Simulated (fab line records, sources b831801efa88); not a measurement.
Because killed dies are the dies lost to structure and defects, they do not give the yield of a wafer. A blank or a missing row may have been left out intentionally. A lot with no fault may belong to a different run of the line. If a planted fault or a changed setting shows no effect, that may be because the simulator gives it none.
Split-lot study -- flow sfq line -- 23 wafers read from 5 lots, route of 325 steps

THE SPLIT ITSELF
At SFQ_TRILAYER_R5_LITHO_COAT_141 (resist thk 62 nm), the setting resist thk nm was moved away from the recipe's 62 nm on 5 of the 23 wafers read, by -5.0% to +4.5%. All remaining wafers had this setting at the recipe value.

The split's own step is where the reading is taken.

THE READING
BARC_of_TRILAYER_R5_LITHO_COAT_141.thk nm (the simulator's own value, which no gauge read), in nm, at SFQ_TRILAYER_R5_LITHO_COAT_141 (resist thk 62 nm). The file does not state a usual value for it. Here, 18 wafers ran the recipe; their average is 62.00 nm with a standard deviation of 0.15 nm.

wafer,"tool, chamber at the split","resist thk nm as run, nm",against the recipe,"BARC_of_TRILAYER_R5_LITHO_COAT_141.thk nm, nm",against lot-mates on the recipe
L075.1,"litho track-03, 0",62,recipe,62.08,-
L075.3,"litho track-03, 0",62,recipe,61.76,-
L075.6,"litho track-03, 0",62,recipe,61.77,-
L076.1,"litho track-01, 0",62,recipe,62.03,-
L076.2,"litho track-01, 0",62,recipe,61.95,-
L076.3,"litho track-01, 0",64.8,+4.5%,64.89,+2.90
L076.4,"litho track-01, 0",64.8,+4.5%,64.99,+3.00
L076.5,"litho track-01, 0",64.8,+4.5%,64.87,+2.88
L079.1,"litho track-03, 0",62,recipe,61.98,-
L079.2,"litho track-03, 0",62,recipe,61.9,-
L079.6,"litho track-03, 0",62,recipe,61.9,-
L079.4,"litho track-03, 0",62,recipe,62.2,-
L079.5,"litho track-03, 0",62,recipe,62.14,-
L082.1,"litho track-02, 0",62,recipe,61.76,-
L082.3,"litho track-02, 0",62,recipe,61.9,-
L082.4,"litho track-02, 0",62,recipe,62.09,-
L082.5,"litho track-02, 0",62,recipe,62.05,-
L082.6,"litho track-02, 0",62,recipe,61.91,-
L085.1,"litho track-01, 0",62,recipe,62.08,-
L085.3,"litho track-01, 0",62,recipe,62.08,-
L085.4,"litho track-01, 0",58.89,-5.0%,59.14,-3.02
L085.5,"litho track-01, 0",62,recipe,62.33,-
L085.6,"litho track-01, 0",58.89,-5.0%,59.07,-3.09

FIT RESULTS
A straight line over all 23 wafers: BARC_of_TRILAYER_R5_LITHO_COAT_141.thk nm changes by +0.614 nm for each +1% of resist thk nm; r = +0.99; the points scatter about the line by 0.16 nm.
The same after taking each lot's own level away (the mean of its wafers on the recipe; 23 wafers): +0.63 nm for each +1%; r = +1.00; scatter 0.12 nm.
According to that fit, moving resist thk nm by its largest amount changes the reading by 3.2 nm.
The lots' own levels span 61.870 to 62.163 nm, that is 1.9 times the standard deviation above.
The two slopes are in agreement: the lot-to-lot level therefore moves the slope only a little.
Check: for one of the wafers moved furthest among these (-5.0%), held out of the fit, the line's prediction against its lot-mates is -3.19 nm. Against them it came out at -3.02 nm.

OTHER SPLITS APPLIED TO THESE WAFERS
Before the reading, these wafers also passed through other splits. Each is held against what the fit with the lots' levels taken away leaves over:
other split on the same wafers,wafers away from the commonest value,r with BARC_of_TRILAYER_R5_LITHO_COAT_141.thk nm (lot level and that fit taken away)
SFQ_TRILAYER_I4_VIA_LITHO_PEB_106 peb time s,9,+0.10
SFQ_TRILAYER_JJ_TRILAYER_DEP_SPUTTER_110 time s,5,+0.31
SFQ_TRILAYER_JJ_CE_LITHO_COAT_114 resist thk nm,9,+0.01
SFQ_TRILAYER_M5_LITHO_PEB_126 peb temp c,6,-0.08

FILE'S OWN FIT
BARC_of_TRILAYER_R5_LITHO_COAT_141.thk nm changes by +0.628 nm for each +1% of resist thk nm, r = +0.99.
